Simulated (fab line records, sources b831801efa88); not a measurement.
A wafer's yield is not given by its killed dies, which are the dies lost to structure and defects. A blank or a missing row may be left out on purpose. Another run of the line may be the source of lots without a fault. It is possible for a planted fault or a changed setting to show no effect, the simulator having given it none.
fab line records    flow sky130
record: lots: 11  wafers: 33  last_day: 50
route steps=708 shown VT_ADJUST_HVTP@89 SONOS_ONO@171 POLY_GATE@218 PAD_OPEN@708
lots untouched by any fault: they come from a run of this same line in which no faults occurred
start_h: the number of hours between the record's first day and the start of the first shown wafer of the lot    wait_h: hours elapsed since this lot's preceding step    " as in the row above    L1.1+2: several wafers, shown together as one row    - no value, or no start was given    * or withheld: withheld    < > ~ a bound
route shown NAME@n: NAME is a module with steps in the file, n the number in the route of the first one    usual: mean/standard deviation of fault-free wafers    same: alike in all rows    chamber/n: place in a boat    sites: the reading at each site    _std_site: their standard deviation    _edge_site: the outer-site mean with the inner-site mean subtracted    radius_mm: how far each site lies from the wafer's centre    mask NAME#n: copy n    behind: the most recent tool/chamber to have shaped the wafer    hold: reason for holding the lot/hours on hold/outcome of the hold    device: transistor that didn't switch, given as n, p or np    end of line: the tests these same wafers got at the end of their route    for a step that has no rows: nothing shown but its recipe    killed: the dies lost at the first sort to structure and to defects; this is not the yield of the wafer    map: the dies of a wafer, with x for killed, . for not killed, _ for no die there
set.NAME: the setting as run; set.NAME@STEP: as run at that earlier step    model.NAME: the simulator's own value behind a step, which no gauge read
a sample of lots followed through the steps of the route, with each step as a table and each wafer as a row
services: when a tool's chamber went out of use (start_h, in hours from the record's first day, below 0 if earlier), for how many hours, and the reason
== steps ==
step: SKY_VT_ADJUST_HVTP_EXPOSE_04
recipe: mask_id: HVTPM  na: 0.6  source_shape: conventional  sigma_outer: 0.6  polarization: unpolarized  target_cd_nm: 380  dose_mj: 140
lot.wafer   tool              chamber  start_h  wait_h  mask
L373.2+4+5  iline_stepper-01  0        114.21   -       HVTPM#0
L374.1+2+4  iline_stepper-01  0        119.34   -       HVTPM#0
L379.1+3+4  iline_stepper-01  0        148.01   -       HVTPM#0
L380.2+4+6  iline_stepper-01  0        157.76   -       HVTPM#0
L381.3+4+6  iline_stepper-01  0        162.48   -       HVTPM#0
L383.1+3+6  iline_stepper-01  0        181.50   -       HVTPM#0
L384.1+3+6  iline_stepper-02  0        185.42   -       HVTPM#0
L385.1+2+4  iline_stepper-01  0        186.02   -       NWM_COMPLEMENT_LESS_NATIVE#0
L394.2+3+6  iline_stepper-01  0        244.74   -       HVTPM#0
L395.2+3+6  iline_stepper-02  0        249.04   -       HVTPM#0
L396.1+4+6  iline_stepper-01  0        258.52   -       HVTPM#0
step: SKY_VT_ADJUST_HVTP_CD_MEAS_07
recipe: target_cd_nm: 380
usual: cd_nm: 380.6/2.4
lot.wafer  tool       chamber  start_h  wait_h  cd_nm
L373.2     cd_sem-01  -        122.86   0.1     377.1
L373.4     "          -        "        "       380.8
L373.5     "          -        "        "       378.2
L374.1     cd_sem-02  -        128.14   0.1     380.1
L374.2     "          -        "        "       379.9
L374.4     "          -        "        "       379.7
L379.1     cd_sem-02  -        157.89   0.1     381.0
L379.3     "          -        "        "       380.4
L379.4     "          -        "        "       381.3
L380.2     cd_sem-02  -        167.26   0.1     384.7
L380.4     "          -        "        "       378.6
L380.6     "          -        "        "       381.8
L381.3     cd_sem-01  -        171.96   0.1     380.7
L381.4     "          -        "        "       383.5
L381.6     "          -        "        "       380.2
L383.1     cd_sem-01  -        191.47   0.1     380.1
L383.3     "          -        "        "       380.2
L383.6     "          -        "        "       382.0
L384.1     cd_sem-02  -        195.19   0.1     381.0
L384.3     "          -        "        "       379.7
L384.6     "          -        "        "       382.3
L385.1     cd_sem-02  -        196.07   0.1     -
L385.2     "          -        "        "       -
L385.4     "          -        "        "       -
L394.2     cd_sem-02  -        256.09   0.1     380.2
L394.3     "          -        "        "       380.2
L394.6     "          -        "        "       382.2
L395.2     cd_sem-01  -        260.59   0.1     382.6
L395.3     "          -        "        "       383.7
L395.6     "          -        "        "       383.1
L396.1     cd_sem-01  -        270.34   0.1     379.6
L396.4     "          -        "        "       379.0
L396.6     "          -        "        "       378.9
step: SKY_VT_ADJUST_HVTP_TW_MEAS_11
usual: VT_ADJUST_HVTP_TW: 1352/8.1
lot.wafer  tool           chamber  start_h  wait_h  hold                      VT_ADJUST_HVTP_TW
L373.2     film_metro-03  -        123.26   0.1     -                         1350
L373.4     "              -        "        "       -                         1349
L373.5     "              -        "        "       -                         1349
L374.1     film_metro-01  -        128.55   0.1     -                         1344
L374.2     "              -        "        "       -                         1340
L374.4     "              -        "        "       -                         1348
L379.1     film_metro-01  -        158.30   0.1     -                         1336
L379.3     "              -        "        "       -                         1343
L379.4     "              -        "        "       -                         1344
L380.2     film_metro-04  -        167.66   0.1     -                         1359
L380.4     "              -        "        "       -                         1365
L380.6     "              -        "        "       -                         1362
L381.3     film_metro-04  -        172.35   0.1     -                         1362
L381.4     "              -        "        "       -                         1352
L381.6     "              -        "        "       -                         1355
L383.1     film_metro-04  -        191.88   0.1     -                         1353
L383.3     "              -        "        "       -                         1360
L383.6     "              -        "        "       -                         1358
L384.1     film_metro-04  -        195.64   0.1     -                         1363
L384.3     "              -        "        "       -                         1366
L384.6     "              -        "        "       -                         1361
L385.1     film_metro-03  -        196.48   0.1     await_dispo/0.2h/release  30
L385.2     "              -        "        "       await_dispo/0.2h/release  30
L385.4     "              -        "        "       await_dispo/0.2h/release  30
L385.1     film_metro-03  -        196.71   0.2     -                         30
L385.2     "              -        "        "       -                         30
L385.4     "              -        "        "       -                         30
L394.2     film_metro-01  -        256.49   0.1     -                         1344
L394.3     "              -        "        "       -                         1340
L394.6     "              -        "        "       -                         1342
L395.2     film_metro-03  -        260.99   0.1     -                         1357
L395.3     "              -        "        "       -                         1353
L395.6     "              -        "        "       -                         1352
L396.1     film_metro-04  -        270.75   0.1     -                         1364
L396.4     "              -        "        "       -                         1352
L396.6     "              -        "        "       -                         1357
step: SKY_SONOS_ONO_THK_MEAS_03
recipe: reads: Si3N4_of_SONOS_ONO_CVD_02
usual: SONOS_ONO_CVD_02_THK: 10.54/0.13
lot.wafer  tool           chamber  start_h  wait_h  SONOS_ONO_CVD_02_THK[nm]
L373.2     film_metro-04  -        251.57   0.0     10.76
L373.4     "              -        "        "       10.69
L373.5     "              -        "        "       10.74
L374.1     film_metro-01  -        260.67   0.0     10.67
L374.2     "              -        "        "       10.69
L374.4     "              -        "        "       10.74
L379.1     film_metro-02  -        296.74   0.0     10.43
L379.3     "              -        "        "       10.54
L379.4     "              -        "        "       10.39
L380.2     film_metro-04  -        312.37   0.0     10.68
L380.4     "              -        "        "       10.63
L380.6     "              -        "        "       10.74
L381.3     film_metro-01  -        315.61   0.0     10.34
L381.4     "              -        "        "       10.49
L381.6     "              -        "        "       10.33
L383.1     film_metro-02  -        343.21   0.0     10.40
L383.3     "              -        "        "       10.44
L383.6     "              -        "        "       10.40
L384.1     film_metro-01  -        346.05   0.0     10.48
L384.3     "              -        "        "       10.50
L384.6     "              -        "        "       10.52
L394.2     film_metro-01  -        420.21   0.0     10.63
L394.3     "              -        "        "       10.63
L394.6     "              -        "        "       10.57
L395.2     film_metro-04  -        430.56   0.0     10.57
L395.3     "              -        "        "       10.55
L395.6     "              -        "        "       10.61
L396.1     film_metro-01  -        437.31   0.0     10.42
L396.4     "              -        "        "       10.48
L396.6     "              -        "        "       10.32
step: SKY_POLY_GATE_THK_MEAS_04
recipe: reads: Si3N4_of_POLY_GATE_CVD_03
usual: POLY_GATE_CVD_03_THK: 74.9/0.77
lot.wafer  tool           chamber  start_h  wait_h  POLY_GATE_CVD_03_THK[nm]
L373.2     film_metro-03  -        339.18   0.0     73.6
L373.4     "              -        "        "       73.9
L373.5     "              -        "        "       73.8
L374.1     film_metro-03  -        348.74   0.0     75.0
L374.2     "              -        "        "       74.6
L374.4     "              -        "        "       74.7
L379.1     film_metro-03  -        388.68   0.0     76.2
L379.3     "              -        "        "       75.9
L379.4     "              -        "        "       76.0
L380.2     film_metro-01  -        405.58   0.0     75.8
L380.4     "              -        "        "       75.5
L380.6     "              -        "        "       75.5
L381.3     film_metro-04  -        409.61   0.0     75.9
L381.4     "              -        "        "       76.0
L381.6     "              -        "        "       76.3
L383.1     film_metro-03  -        438.91   0.0     74.5
L383.3     "              -        "        "       74.3
L383.6     "              -        "        "       74.5
L384.1     film_metro-03  -        445.17   0.0     74.0
L384.3     "              -        "        "       74.7
L384.6     "              -        "        "       74.1
L394.2     film_metro-03  -        521.05   0.0     73.7
L394.3     "              -        "        "       73.4
L394.6     "              -        "        "       73.7
L395.2     film_metro-04  -        531.40   0.0     75.4
L395.3     "              -        "        "       75.3
L395.6     "              -        "        "       75.3
L396.1     film_metro-04  -        535.14   0.0     75.3
L396.4     "              -        "        "       75.2
L396.6     "              -        "        "       75.1
step: SKY_POLY_GATE_ETCH_16
recipe: stop_on: poly-Si  chemistry: CH3F/O2  target: Si3N4  source_w: 400  bias_w: 80  pressure_mtorr: 25  ch3f_flow_sccm: 40  O2_flow_sccm: 30  time_s: 147.5  target_depth_a: 750
usual: O2_flow_sccm: 29.99/0.094  drypump_motor_current_A: 5.8/0.45  oes_product_au: 0.640/0.005  throttle_valve_pct: 10.535/0.0096
same: time_s: 147.5
lot.wafer  tool         chamber  start_h  wait_h  O2_flow_sccm  drypump_motor_current_A  oes_product_au  rf_hours_counter_h  throttle_valve_pct
L373.2     rie_diel-03  3        366.93   0.0     29.91         6.2                      0.635           6                   10.526
L373.4     "            1        "        "       30.00         5.1                      0.639           36                  10.529
L373.5     "            0        "        "       29.93         6.2                      0.639           -                   10.542
L374.1     rie_diel-01  1        377.48   0.0     29.84         5.6                      0.641           61                  10.546
L374.2     "            0        "        "       30.03         6.4                      0.641           79                  10.530
L374.4     "            3        "        "       30.00         5.5                      0.649           105                 10.545
L379.1     rie_diel-03  1        417.78   0.0     30.24         5.0                      0.643           37                  10.542
L379.3     "            3        "        "       29.99         6.2                      0.628           6                   10.537
L379.4     "            0        "        "       29.91         6.2                      0.647           10                  10.551
L380.2     rie_diel-01  1        435.96   0.0     30.14         5.7                      0.636           63                  10.542
L380.4     "            0        "        "       29.90         6.5                      0.642           -                   10.536
L380.6     "            2        "        "       29.98         6.3                      0.640           -                   10.535
L381.3     rie_diel-03  0        440.03   0.0     30.02         6.2                      0.643           11                  10.533
L381.4     "            3        "        "       29.93         6.2                      0.645           -                   10.541
L381.6     "            0        "        "       29.86         6.2                      0.645           -                   10.522
L383.1     rie_diel-03  2        469.73   0.0     30.15         5.4                      0.646           0                   10.524
L383.3     "            0        "        "       29.91         6.1                      0.638           11                  10.532
L383.6     "            0        "        "       30.06         6.1                      0.633           -                   10.525
L384.1     rie_diel-01  0        476.38   0.0     30.05         6.5                      0.637           82                  10.534
L384.3     "            1        "        "       30.01         5.6                      0.645           63                  10.528
L384.6     "            0        "        "       29.99         6.5                      0.642           -                   10.534
L394.2     rie_diel-04  0        551.58   0.0     29.86         6.5                      0.642           9                   10.525
L394.3     "            3        "        "       30.08         5.8                      0.631           3                   10.521
L394.6     "            3        "        "       30.06         5.8                      0.630           -                   10.539
L395.2     rie_diel-04  1        561.45   0.0     29.98         5.9                      0.634           31                  10.511
L395.3     "            2        "        "       30.12         5.4                      0.648           2                   10.538
L395.6     "            3        "        "       30.04         5.9                      0.643           -                   10.530
L396.1     rie_diel-04  2        564.43   0.0     29.94         5.4                      0.639           2                   10.541
L396.4     "            3        "        "       30.02         5.9                      0.637           3                   10.536
L396.6     "            2        "        "       29.89         5.4                      0.641           -                   10.555
step: SKY_PAD_OPEN_PROBE_99
usual: defect_limited_yield: 82.1/2  killed_at_M0_to_M3: 44/7.8  killed_at_M4_up: 3.1/1.7  killed_at_contacts: 25/5.1  killed_at_front_end: 15/4.4  killed_at_other: 0.5/0.68  killed_dies: 88/9.9  killed_open: 48/6.9  killed_short: 39/6.5  sort_bin_3_pad_short: 0.8/0.42  sort_bin_5_function: 10.6/1.5  sort_bin_6_memory: 6.5/1.2  sort_n_pass: 404/9.9  sort_yield_pct: 82.1/2
same: gross_dies: 492  killed_at_back_side: 0  sort_bin_4_leakage[%]: 0  sort_bin_8_speed[%]: 0
lot.wafer  tool       chamber  start_h  wait_h  defect_limited_yield[%]  killed_at_M0_to_M3  killed_at_M4_up  killed_at_contacts  killed_at_front_end  killed_at_other  killed_dies  killed_open  killed_short  sort_bin_3_pad_short[%]  sort_bin_5_function[%]  sort_bin_6_memory[%]  sort_n_pass  sort_yield_pct[%]
L381.3     prober-02  -        1120.04  0.2     78.5                     56                  5                27                  17                   1                106          64           41            1.8                      11.2                    8.5                   386          78.5
L381.4     prober-02  -        1120.09  0.2     81.1                     59                  2                27                  5                    0                93           47           45            0.8                      10.6                    7.5                   399          81.1
L381.6     prober-02  -        1120.19  0.2     80.7                     44                  3                23                  24                   1                95           52           42            1.4                      10.4                    7.5                   397          80.7
L395.2     prober-01  -        1191.75  0.1     83.9                     42                  2                19                  16                   0                79           40           38            0.8                      10.6                    4.7                   413          83.9
L395.3     prober-01  -        1191.80  0.2     82.7                     39                  4                19                  23                   0                85           46           39            0.4                      10.2                    6.7                   407          82.7
L395.6     prober-01  -        1191.95  0.2     84.8                     35                  5                26                  9                    0                75           40           34            0.2                      9.3                     5.7                   417          84.8
killed by level:class
L381.3 VIA1:geometric_particle:open=14 CONTACT:geometric_particle:open=11 VIA3:geometric_particle:open=10 METAL1:geometric_particle:short=8 VIA2:geometric_particle:open=7 FIELD_ISO:geometric_particle:open=6 LI_CONTACT:geometric_particle:open=6 VIA3:geometric_particle:short=5
L381.4 LI_CONTACT:geometric_particle:open=11 VIA1:geometric_particle:open=10 METAL2:geometric_particle:short=9 VIA1:geometric_particle:short=8 CONTACT:geometric_particle:open=7 METAL1:geometric_particle:short=6 CONTACT:geometric_particle:short=5 VIA2:geometric_particle:open=5
L381.6 CONTACT:geometric_particle:open=12 VIA3:geometric_particle:open=11 VIA1:geometric_particle:open=9 VIA1:geometric_particle:short=6 FIELD_ISO:geometric_particle:short=5 POLY_GATE:geometric_particle:short=5 CONTACT:geometric_particle:short=5 FIELD_ISO:geometric_particle:open=4
L395.2 VIA1:geometric_particle:open=12 VIA3:geometric_particle:open=8 METAL1:geometric_particle:short=6 LOCAL_INTERCONNECT:geometric_particle:short=6 POLY_GATE:geometric_particle:short=5 LI_CONTACT:geometric_particle:open=5 CONTACT:geometric_particle:open=5 FIELD_ISO:geometric_particle:short=4
L395.3 CONTACT:geometric_particle:open=12 FIELD_ISO:geometric_particle:open=9 POLY_GATE:geometric_particle:short=6 METAL2:geometric_particle:short=6 METAL1:geometric_particle:short=6 VIA1:geometric_particle:open=6 FIELD_ISO:geometric_particle:short=5 LI_CONTACT:geometric_particle:open=4
L395.6 VIA1:geometric_particle:open=9 LI_CONTACT:geometric_particle:open=7 CONTACT:geometric_particle:open=7 LI_CONTACT:geometric_particle:short=6 VIA2:geometric_particle:open=6 CONTACT:geometric_particle:short=4 METAL3:geometric_particle:short=4 METAL4:geometric_particle:short=3
== services ==
tool              chamber  start_h  hours  kind
rie_diel-04       0        100.85   8.2    repair
rie_diel-03       1        107.18   5.3    repair
rie_diel-03       3        204.40   8.7    repair
rie_diel-03       1        220.16   8.2    repair
rie_diel-01       2        228.28   4.9    repair
rie_diel-01       1        253.17   7.1    repair
rie_diel-04       3        254.43   1.2    repair
iline_stepper-01  -        261.41   2.1    pm
iline_stepper-01  -        265.76   1.7    pm
rie_diel-03       0        280.10   1.9    repair
rie_diel-03       -        282.09   0.9    repair
rie_diel-01       2        284.14   2.7    repair
iline_stepper-01  -        286.49   2.8    repair
rie_diel-03       1        293.23   4.3    repair
iline_stepper-01  -        319.72   4.4    pm
rie_diel-04       0        325.23   15.5   repair
rie_diel-01       0        326.83   2.2    repair
rie_diel-04       2        333.11   10.3   repair
rie_diel-03       3        346.39   8.7    repair
iline_stepper-01  -        400.44   3.6    repair
iline_stepper-01  -        483.94   1.7    pm
iline_stepper-01  -        503.62   5.8    repair
rie_diel-03       1        507.04   13.8   repair
iline_stepper-01  -        556.60   3.8    repair
== key ==
first_sign: step: SKY_VT_ADJUST_HVTP_EXPOSE_04  reading: mask  direction: changed
effect: step: SKY_VT_ADJUST_HVTP_CD_MEAS_07  reading: cd_nm  direction: missing
effect: step: SKY_VT_ADJUST_HVTP_TW_MEAS_11  reading: visit  direction: added
effect: step: SKY_VT_ADJUST_HVTP_TW_MEAS_11  reading: VT_ADJUST_HVTP_TW  direction: down  sigmas: 99+  usual: 1352  struck: 30
met_at SKY_VT_ADJUST_HVTP_EXPOSE_04
struck_lots L385
scrapped_behind SKY_VT_ADJUST_HVTP_TW_MEAS_11 L385.1,L385.2,L385.4
not_acting_at SKY_SONOS_ONO_THK_MEAS_03,SKY_POLY_GATE_THK_MEAS_04,SKY_POLY_GATE_ETCH_16
onset_between 181.50 186.02
fault: kind: wrong_mask  tool: any  chamber: -  onset_h: 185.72  steps: SKY_VT_ADJUST_HVTP_EXPOSE_04  aux_copy: NWM_COMPLEMENT_LESS_NATIVE#0  scope: struck_lots_only
